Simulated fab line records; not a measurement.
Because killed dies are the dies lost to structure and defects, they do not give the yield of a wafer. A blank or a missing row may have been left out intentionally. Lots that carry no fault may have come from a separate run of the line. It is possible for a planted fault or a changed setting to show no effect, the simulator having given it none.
2 desks, one fault	flow gf180mcu	every desk sees just its own numbers, and what lay behind them comes last

== METROLOGY DESK ==
Lot by lot, what the gauges showed, no matter which tool ran the lot: averages of those sampled wafers that carry a number. Any lot whose mean is over 4 standard deviations away from the usual mean is out of limits and marked OUT; that distance is given in the brackets.
Columns: A = M2_ALCU_THK at GF_M2_THK_MEAS_06, usual 434 nm; B = cd nm at GF_M2_CD_MEAS_14, usual 279.7 nm
lot	first seen here	A	B
L712	day 18 19:43	429	281.4
L714	day 19 18:34	437	278.9
L715	day 19 22:53	437	280.1
L716	day 20 22:01	438	281.3
L717	day 20 23:01	432	279.9
L718	day 21 02:56	432	280.2
L719	day 21 07:26	433	280.5
L720	day 21 13:25	428	279.5
L721	day 21 17:13	437	279.1
L722	day 22 07:25	433	280.0
L725	day 23 07:35	437	248.5 (-28) OUT
L727	day 24 01:00	439	247.7 (-29) OUT
L733	day 25 20:06	434	280.3
L734	day 26 07:13	442	280.3
Finding of this desk: L725, L727 out of limits; the first was L725 at day 24 05:19, on cd nm at GF_M2_CD_MEAS_14. L712, L714, L715, L716, L717, L718, L719, L720, L721, L722, L733, L734: within limits.

== AT THE TOOL OWNER'S DESK: litho track-01 ==
At GF_M2_SOFTBAKE_10 (time 60 s), the tool's own readings, given per lot that ran on this tool as the mean of the sampled wafers with a number. Any lot whose mean is over 4 standard deviations away from the usual mean is out of limits and marked OUT; that distance is given in the brackets.
Columns: A = heater power total W at GF_M2_SOFTBAKE_10, usual 93.05 W; B = plate temp C at GF_M2_SOFTBAKE_10, usual 129.99 C
lot	first seen here	A	B
L714	day 20 05:48	93.08	130.08
L715	day 20 10:44	93.07	129.97
L716	day 21 09:48	93.01	130.03
L717	day 21 10:24	93.10	129.83
L720	day 22 01:00	93.10	130.00
L721	day 22 05:08	93.05	129.87
L722	day 22 19:05	93.06	130.13
L725	day 23 18:02	101.75 (+99 or more) OUT	139.32 (+72) OUT
L727	day 24 11:21	101.70 (+99 or more) OUT	139.30 (+72) OUT
Finding of this desk: L725, L727 out of limits; the first was L725 at day 23 18:02, on heater power total W at GF_M2_SOFTBAKE_10. L714, L715, L716, L717, L720, L721, L722: within limits.

== PUT TOGETHER ==
The tool owner's desk could have raised an alarm at day 23 18:02, on L725, L727.
Metrology desk: alarm possible at day 24 05:19 on L725, L727.
GF_M2_SOFTBAKE_10 was run on litho track-01 by each of the lots named.

== WHAT WAS PUT IN BY THE SIMULATOR ==
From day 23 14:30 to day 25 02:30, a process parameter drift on litho track-01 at GF_M2_SOFTBAKE_10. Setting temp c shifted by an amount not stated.
Struck lots among those shown: L725, L727.
Hours from the fault's start to each desk's first reading out of limits: the tool owner's desk, 4; the metrology desk, 15.
